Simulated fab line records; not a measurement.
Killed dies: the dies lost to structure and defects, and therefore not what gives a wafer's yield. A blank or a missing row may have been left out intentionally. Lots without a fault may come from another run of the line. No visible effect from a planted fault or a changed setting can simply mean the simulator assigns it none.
fab line records ; flow sfq_line
record lots=6; wafers=18; last_day=88
route steps=325 shown INCOMING@1 L0@3
lots that met no fault: taken from a fault-free run of the same line
start_h: start of the lot's first displayed wafer, in hours after the record's first day ; wait_h: how many hours have passed since the lot's step before this one ; " the same as in the row above ; L1.1+2: a single row standing in for several wafers ; - no value, or no start given ; * or withheld: withheld ; < > ~ a bound
route shown NAME@n: a module of which the file shows steps, and the number in the route of the first ; usual: mean and standard deviation over wafers with no fault ; same: alike in all rows ; chamber/n: place in a boat ; sites: the reading at each site ; _std_site: their standard deviation ; _edge_site: inner sites' mean taken away from outer sites' mean ; radius_mm: for every site, how far away it sits from the centre of the wafer ; mask NAME#n: copy n ; behind: the most recent tool/chamber to have shaped the wafer ; hold: what put the lot on hold/how long, in hours/how the hold closed ; device: whichever transistor did not switch (one of n, p or np) ; end of line: tests of these same wafers at the route's end ; for a step that has no rows: nothing shown but its recipe ; killed: not the wafer's yield, but the dies lost to structure and defects at the first sort ; map: dies across one wafer; x = killed, . = not, _ = none there
set.NAME: the setting as run; set.NAME@STEP: as run at that earlier step ; model.NAME: the simulator's own value behind a step, which no gauge read
a table for each step, a row for each wafer; lots at some steps of the route
services: when a tool's chamber went out of use (start_h, in hours from the record's first day, below 0 if earlier), for how many hours, and the reason
## steps
# step SFQ_INCOMING_BOW_MEAS_900
# recipe mode=bow
# usual INCOMING_BOW=-1/6.2
lot.wafer;tool;chamber;start_h;wait_h;INCOMING_BOW[um]
L822.3;film_metro-04;-;10.04;-;5
L822.4;film_metro-04;-;10.04;-;5
L822.5;film_metro-04;-;10.04;-;1
L823.2;film_metro-04;-;15.02;-;-9
L823.3;film_metro-04;-;15.02;-;-8
L823.6;film_metro-04;-;15.02;-;-5
L834.2;film_metro-04;-;70.02;-;7
L834.5;film_metro-04;-;70.02;-;7
L834.6;film_metro-04;-;70.02;-;-6
L835.3;film_metro-04;-;75.04;-;-3
L835.5;film_metro-04;-;75.04;-;3
L835.6;film_metro-04;-;75.04;-;1
L841.3;film_metro-02;-;105.04;-;-15
L841.4;film_metro-02;-;105.04;-;4
L841.6;film_metro-02;-;105.04;-;-4
L842.3;film_metro-02;-;110.04;-;16
L842.4;film_metro-02;-;110.04;-;-7
L842.6;film_metro-02;-;110.04;-;-1
# step SFQ_TRILAYER_INCOMING_OXIDATION_002
# recipe temp_c=1000; ambient=H2O; target_thk_a=5000; p_h2o_torr=720; ox_time_s=4939
# step SFQ_TRILAYER_L0_DEP_SPUTTER_003
# recipe material=MoNx_KI; base_pressure_pa=1.33e-06; target_thk_nm=40; power_w=800; time_s=100; chamber_pressure_pa=0.4
# usual throttle_valve_pct=29.3/1.2
lot.wafer;tool;chamber;start_h;wait_h;throttle_valve_pct
L822.3;pvd_sputter-03;-;12.49;0.0;28.2
L822.4;pvd_sputter-03;-;12.49;0.0;29.4
L822.5;pvd_sputter-03;-;12.49;0.0;29.7
L823.2;pvd_sputter-04;-;17.49;0.0;28.8
L823.3;pvd_sputter-04;-;17.49;0.0;27.8
L823.6;pvd_sputter-04;-;17.49;0.0;29.9
L834.2;pvd_sputter-03;-;72.49;0.0;32.1
L834.5;pvd_sputter-03;-;72.49;0.0;32.3
L834.6;pvd_sputter-03;-;72.49;0.0;29.4
L835.3;pvd_sputter-03;-;77.49;0.0;31.7
L835.5;pvd_sputter-03;-;77.49;0.0;29.5
L835.6;pvd_sputter-03;-;77.49;0.0;29.2
L841.3;pvd_sputter-04;-;107.49;0.0;28.7
L841.4;pvd_sputter-04;-;107.49;0.0;27.5
L841.6;pvd_sputter-04;-;107.49;0.0;27.4
L842.3;pvd_sputter-06;-;112.49;0.0;28.9
L842.4;pvd_sputter-06;-;112.49;0.0;29.4
L842.6;pvd_sputter-06;-;112.49;0.0;28.2
# step SFQ_L0_RS_MEAS_901
# recipe thk_meas_gauge=four-point-probe; reads=MoNx_KI_of_TRILAYER_L0_DEP_SPUTTER_003
# usual L0_MONX_KI_RS=43.5/0.39
lot.wafer;tool;chamber;start_h;wait_h;L0_MONX_KI_RS[ohm/sq]
L822.3;film_metro-04;-;12.60;0.1;43.5
L822.4;film_metro-04;-;12.60;0.1;43.2
L822.5;film_metro-04;-;12.60;0.1;43.5
L823.2;film_metro-04;-;17.58;0.1;43.2
L823.3;film_metro-04;-;17.58;0.1;43.0
L823.6;film_metro-04;-;17.58;0.1;43.4
L834.2;film_metro-04;-;72.58;0.1;45.5
L834.5;film_metro-04;-;72.58;0.1;45.0
L834.6;film_metro-04;-;72.58;0.1;43.6
L835.3;film_metro-04;-;77.60;0.1;44.8
L835.5;film_metro-04;-;77.60;0.1;43.4
L835.6;film_metro-04;-;77.60;0.1;43.7
L841.3;film_metro-02;-;107.60;0.1;43.4
L841.4;film_metro-02;-;107.60;0.1;43.5
L841.6;film_metro-02;-;107.60;0.1;43.7
L842.3;film_metro-04;-;112.60;0.1;43.5
L842.4;film_metro-04;-;112.60;0.1;43.2
L842.6;film_metro-04;-;112.60;0.1;43.2
# step SFQ_L0_THK_MEAS_902
# recipe thk_meas_gauge=xrf; reads=MoNx_KI_of_TRILAYER_L0_DEP_SPUTTER_003
# usual L0_MONX_KI_THK=39.4/0.44
lot.wafer;tool;chamber;start_h;wait_h;L0_MONX_KI_THK[nm]
L822.3;film_metro-04;-;12.70;0.1;39.1
L822.4;film_metro-04;-;12.70;0.1;39.6
L822.5;film_metro-04;-;12.70;0.1;39.4
L823.2;film_metro-04;-;17.69;0.1;39.6
L823.3;film_metro-04;-;17.69;0.1;40.0
L823.6;film_metro-04;-;17.69;0.1;39.4
L834.2;film_metro-04;-;72.69;0.1;37.8
L834.5;film_metro-04;-;72.69;0.1;38.1
L834.6;film_metro-04;-;72.69;0.1;39.5
L835.3;film_metro-04;-;77.70;0.1;38.4
L835.5;film_metro-04;-;77.70;0.1;39.7
L835.6;film_metro-04;-;77.70;0.1;39.4
L841.3;film_metro-02;-;107.70;0.1;40.4
L841.4;film_metro-02;-;107.70;0.1;40.1
L841.6;film_metro-02;-;107.70;0.1;39.7
L842.3;film_metro-04;-;112.70;0.1;39.6
L842.4;film_metro-04;-;112.70;0.1;39.6
L842.6;film_metro-04;-;112.70;0.1;40.1
# step SFQ_TRILAYER_L0_LITHO_COAT_010
# recipe resist=BARC; spin_rpm=3000; resist_thk_nm=62
## services
tool;chamber;start_h;hours;kind
pvd_sputter-04;-;20.72;1.0;repair
pvd_sputter-04;-;68.00;3.5;repair
pvd_sputter-03;3;100.30;-;consumable_replace:kit
pvd_sputter-03;3;100.30;18.0;scheduled_down
pvd_sputter-03;3;100.30;18.0;vent_cycle
## key
first_sign step=SFQ_L0_RS_MEAS_901; reading=L0_MONX_KI_RS; direction=up; sigmas=4.2; usual=43.5; struck=45.1
effect step=SFQ_L0_THK_MEAS_902; reading=L0_MONX_KI_THK; direction=down; sigmas=3.1; usual=39.4; struck=38.1
met_at SFQ_TRILAYER_L0_DEP_SPUTTER_003
struck_wafers L834.2,L834.5,L835.3
fault kind=site_profile_drift; tool=pvd_sputter-03; chamber=-; onset_h=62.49; steps=SFQ_TRILAYER_L0_DEP_SPUTTER_003; basis=fraction; max_abs_drift=0.080048; slope_share_per_hr=40.024; site_pattern=0,0,0,0,0,-1,-1,-1,-1; scope=struck_wafers_only
